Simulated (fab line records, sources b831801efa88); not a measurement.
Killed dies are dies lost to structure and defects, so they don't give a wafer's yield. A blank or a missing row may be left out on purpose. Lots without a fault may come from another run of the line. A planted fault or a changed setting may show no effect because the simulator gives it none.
Chamber matching | flow gf180mcu | GF_POLY_GATE_ETCH_12 on rie_diel-04: 4 sister chambers
The step etches BARC in N2/H2. 8 wafers are shown with their chamber, then 8 later ones without.

WAFERS WITH THEIR CHAMBER
wafer  | chamber | drypump_motor_current_A (A) | rf_fwd_power_W (W)
L522.3 | 0       | 5.5                         | 496.6
L524.6 | 3       | 5.5                         | 496.3
L525.1 | 1       | 4.8                         | 495.9
L525.6 | 1       | 4.8                         | 494.5
L528.2 | 0       | 5.6                         | 498.0
L528.3 | 2       | 6.0                         | 496.6
L528.6 | 2       | 6.0                         | 496.3
L536.1 | 3       | 5.5                         | 496.7

WAFERS WITHOUT THEIR CHAMBER
wafer  | drypump_motor_current_A (A) | rf_fwd_power_W (W)
L536.3 | 6.0                         | 498.0
L536.5 | 4.8                         | 495.0
L538.1 | 5.6                         | 498.5
L538.2 | 4.8                         | 495.0
L538.4 | 6.0                         | 498.2
L542.1 | 5.6                         | 495.0
L542.2 | 5.4                         | 495.7
L542.5 | 6.0                         | 497.9

WHICH CHAMBER EACH WENT THROUGH
wafer  | from the rows above     | in truth
L536.3 | 2                       | 2
L536.5 | 1                       | 1
L538.1 | can't be placed: 0 or 3 | 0
L538.2 | 1                       | 1
L538.4 | 2                       | 2
L542.1 | can't be placed: 0 or 3 | 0
L542.2 | can't be placed: 3 or 0 | 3
L542.5 | 2                       | 2
Placed correctly: 5 of 8. Can't be placed from these rows: 3 (the true chamber is among the candidates in 3). Placed wrongly: 0.
How it was worked out, from the rows above alone: a wafer's distance from a chamber is the root of the sum, over the readings, of the square of ((its reading less the chamber's mean) divided by the reading's scatter). The wafer belongs to the nearest chamber; if the next one is less than 2 further off, it can't be placed. A chamber's mean is the mean of its shown wafers. The scatter: the root of (the sum of the squares of (reading less its chamber's mean) over the shown wafers, divided by (wafers less chambers)).
